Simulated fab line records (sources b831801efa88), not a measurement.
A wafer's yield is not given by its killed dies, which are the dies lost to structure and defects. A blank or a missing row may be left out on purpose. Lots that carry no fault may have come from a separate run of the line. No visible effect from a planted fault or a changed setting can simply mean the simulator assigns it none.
Which tool did it?    flow sky130    45 wafers from 15 lots sampled at 2 of the route's 708 steps

## WHAT THE GAUGES SHOWED, per wafer
SKY_CAPM_THK_MEAS_04: measures by xrf.
lot   measured      on             CAPM_TIN_THK (nm)
L586  day 37 00:27  film-metro-01  203.0 203.1 202.5
L587  day 37 17:16  film-metro-03  196.0 196.6 199.0
L590  day 38 07:06  film-metro-02  197.0 196.6 197.2
L591  day 38 17:08  film-metro-01  194.1 194.5 196.5
L592  day 38 19:43  film-metro-01  203.2 202.3 202.4
L595  day 40 03:17  film-metro-03  200.5 197.1 199.0
L596  day 40 05:26  film-metro-01  203.1 203.5 204.3
L597  day 41 00:40  film-metro-01  201.9 203.1 200.4
L598  day 41 02:10  film-metro-02  202.8 201.9 201.9
L599  day 41 03:37  film-metro-03  196.2 196.5 197.0
L600  day 41 06:06  film-metro-02  202.3 201.4 199.0
L603  day 41 23:05  film-metro-02  199.2 201.2 201.0
L604  day 42 10:59  film-metro-01  196.1 197.1 196.4
L606  day 43 04:28  film-metro-02  201.0 201.5 201.9
L607  day 43 09:46  film-metro-03  202.0 202.4 200.6

## EACH LOT AND THE TOOL THAT RAN IT (in order: tool; ch and the chambers of the sampled wafers; start)
lot   SKY_METAL2_STRIP_20
L586  plasma-asher-01 ch 0,1, day 35 19:37
L587  plasma-asher-03 ch 0,1, day 36 12:10
L590  plasma-asher-01 ch 0,1, day 37 01:31
L591  plasma-asher-01 ch 0,1, day 37 12:49
L592  plasma-asher-03 ch 0,1, day 37 15:37
L595  plasma-asher-03 ch 0,1, day 38 19:24
L596  plasma-asher-03 ch 1, day 39 01:34
L597  plasma-asher-03 ch 0,1, day 39 20:38
L598  plasma-asher-03 ch 0,1, day 39 22:29
L599  plasma-asher-01 ch 0,1, day 39 23:56
L600  plasma-asher-01 ch 0,1, day 40 02:55
L603  plasma-asher-03 ch 0,1, day 40 19:23
L604  plasma-asher-02 ch 0,1, day 41 09:07
L606  plasma-asher-02 ch 0,1, day 42 01:49
L607  plasma-asher-01 ch 0,1, day 42 06:53
- SKY_METAL2_STRIP_20: strips in O2/N2.

## WHAT THE TOOLS THEMSELVES READ (means of the sampled wafers that have a number; where no wafer has one, the mark that the record gives instead)
SKY_METAL2_STRIP_20.
lot   tool             drypump-motor-current-A (A)  oes-product-au (a.u.)  strip-time-to-endpoint-s (s)
L586  plasma-asher-01  5.6                          0.343                  2.66
L587  plasma-asher-03  6.4                          0.339                  2.64
L590  plasma-asher-01  5.7                          0.345                  2.76
L591  plasma-asher-01  5.6                          0.340                  2.67
L592  plasma-asher-03  6.4                          0.345                  2.77
L595  plasma-asher-03  6.5                          0.344                  2.70
L596  plasma-asher-03  5.8                          0.344                  2.66
L597  plasma-asher-03  6.1                          0.345                  2.76
L598  plasma-asher-03  6.1                          0.345                  2.76
L599  plasma-asher-01  5.7                          0.346                  2.63
L600  plasma-asher-01  5.6                          0.341                  2.71
L603  plasma-asher-03  6.4                          0.342                  2.68
L604  plasma-asher-02  5.7                          0.344                  2.65
L606  plasma-asher-02  5.4                          0.340                  2.71
L607  plasma-asher-01  5.7                          0.341                  2.70

## THE ANSWER, worked out from the rows above alone
Rule: the lots themselves supply what counts as usual. The widest of any qualifying gaps counts: lots, ordered by their means at a reading, are off when they make up no more than a third of the lots, leave a main group of 4 or more, and stand apart from it by 3 or more times the standard deviation of that group's means. Not used: any main group whose means are identical at the precision the tables above print for the reading. A lot without any number at a reading at which 4 lots or more have one is off too. All remaining lots with rows at the step are treated as sound. The gauges are gone through in route order, then the tools' own readings, and for those a lot's mean is taken as printed above. At the first step where some lot is off, the reading lying furthest off is the one used; lots without a number count as furthest.
Nothing can be told from this: no lot is off at any reading shown.

## WHAT WAS PUT IN BY THE SIMULATOR
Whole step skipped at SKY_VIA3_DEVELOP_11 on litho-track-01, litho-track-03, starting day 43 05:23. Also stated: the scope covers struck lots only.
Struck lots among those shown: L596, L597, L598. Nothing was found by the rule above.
